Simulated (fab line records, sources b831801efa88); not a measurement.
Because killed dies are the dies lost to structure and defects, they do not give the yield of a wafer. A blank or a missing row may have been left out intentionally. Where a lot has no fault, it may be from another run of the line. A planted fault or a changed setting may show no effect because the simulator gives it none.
One fault through the eyes of 2 desks || flow sky130 || what lay behind the numbers comes last; until then each desk has only its own

DESK OF THE TOOL OWNER: cmp-01
The tool's own readings at SKY_VIA4_CMP_21 (polishes, stops on SiO2, t overpolish 25 s, target thk 0 nm): means of the sampled wafers that have a number, for each lot that ran on this tool. A lot is out of limits, marked OUT, if its mean lies more than 4 standard deviations from the usual mean; the brackets give that distance.
Columns: A = edge zone pressure frac at SKY_VIA4_CMP_21, usual 1.000; B = head pressure psi at SKY_VIA4_CMP_21, usual 3.500 psi; C = motor current A at SKY_VIA4_CMP_21, usual 11.0 A; D = overpolish run s at SKY_VIA4_CMP_21, usual 25.000 s; E = slurry flow ml min at SKY_VIA4_CMP_21, usual 149.9; F = time to endpoint s at SKY_VIA4_CMP_21, usual 123 s
{"lot": "L614", "first seen here": "day 47 11:08", "A": 0.998, "B": 3.507, "C": 11.3, "D": 25.002, "E": 149.8, "F": 118}
{"lot": "L616", "first seen here": "day 47 19:55", "A": 1.004, "B": 3.490, "C": 9.3, "D": 24.997, "E": 149.9, "F": 124}
{"lot": "L622", "first seen here": "day 48 22:17", "A": 1.002, "B": 3.504, "C": 10.1, "D": 25.007, "E": 150.0, "F": 121}
This desk found nothing out of limits on any of the 3 lots.

THE METROLOGY DESK
Lot by lot, what the gauges showed, no matter which tool ran the lot: averages of those sampled wafers that carry a number. A lot is out of limits, marked OUT, if its mean lies more than 4 standard deviations from the usual mean; the brackets give that distance.
Columns: A = VIA4_OVL at SKY_VIA4_OVL_MEAS_11, usual -0.8 nm; B = VIA4_W_RS at SKY_VIA4_RS_MEAS_19, usual 0.2254 ohm/sq; C = VIA4_W_THK at SKY_VIA4_THK_MEAS_20, usual 517 nm
{"lot": "L601", "first seen here": "day 43 11:23", "A": 0.7, "B": 0.2236, "C": 519}
{"lot": "L605", "first seen here": "day 45 13:59", "A": -3.0, "B": 0.2258, "C": 512}
{"lot": "L607", "first seen here": "day 46 00:55", "A": 1.0, "B": 0.2236, "C": 519}
{"lot": "L614", "first seen here": "day 47 08:47", "A": -2.6, "B": 0.2265, "C": 509}
{"lot": "L616", "first seen here": "day 47 17:33", "A": -2.5, "B": 0.2243, "C": 522}
{"lot": "L622", "first seen here": "day 48 21:12", "A": -0.3, "B": 0.2269, "C": 512}
This desk found nothing out of limits on any of the 6 lots.

ALL TOGETHER
Nothing out of limits was seen by the tool owner's desk.
The metrology desk saw nothing out of limits.

WHAT WAS PUT IN BY THE SIMULATOR
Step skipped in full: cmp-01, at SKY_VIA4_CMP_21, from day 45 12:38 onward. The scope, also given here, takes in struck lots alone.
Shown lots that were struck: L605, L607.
